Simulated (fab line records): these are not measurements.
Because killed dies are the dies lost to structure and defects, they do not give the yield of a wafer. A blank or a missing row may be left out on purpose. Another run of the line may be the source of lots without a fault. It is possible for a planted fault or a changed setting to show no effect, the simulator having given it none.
Matching of chambers    flow gf180mcu    4 sister chambers for GF_V2_CMP_26 on cmp-02
The step polishes, stops on SiO2, t overpolish 15 s, target thk 0 nm. 8 wafers are shown with their chamber, then 6 later ones without.

WAFERS WITH THEIR CHAMBER
wafer   chamber  motorCurrentA (A)  timeToEndpointS (s)
L801.4  0        10.7               86
L803.5  1        12.8               82
L805.5  1        12.3               85
L807.3  2        10.6               90
L807.5  2        11.0               90
L807.6  3        10.3               88
L812.5  3        10.3               91
L812.6  0        10.8               85

WAFERS WHOSE CHAMBER IS MISSING
wafer   motorCurrentA (A)  timeToEndpointS (s)
L820.1  11.1               91
L820.3  10.0               91
L820.4  10.4               89
L822.2  11.2               86
L822.5  12.4               84
L822.6  10.5               89

CHAMBER TAKEN BY EACH
wafer   from the rows above           in truth
L820.1  2                             2
L820.3  can't be placed: 3 or 2       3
L820.4  can't be placed: 3 or 2       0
L822.2  can't be placed: 0 or 2       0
L822.5  1                             1
L822.6  can't be placed: 3 or 2 or 0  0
Placed correctly: 2 of 6. Unplaceable from these rows: 4, with the true chamber sitting among the candidates in 3. Number placed wrongly: 0.
How it was worked out, from the rows above alone: a wafer's distance from a chamber is the root of the sum, over the readings, of the square of ((its reading less the chamber's mean) divided by the reading's scatter). The wafer belongs to the nearest chamber; if the next one is less than 2 further off, it can't be placed. Each chamber's mean is taken over the wafers shown for it. The scatter: take each reading less its chamber's mean, square it, sum over the shown wafers, divide by the number of wafers less the number of chambers, and take the root.
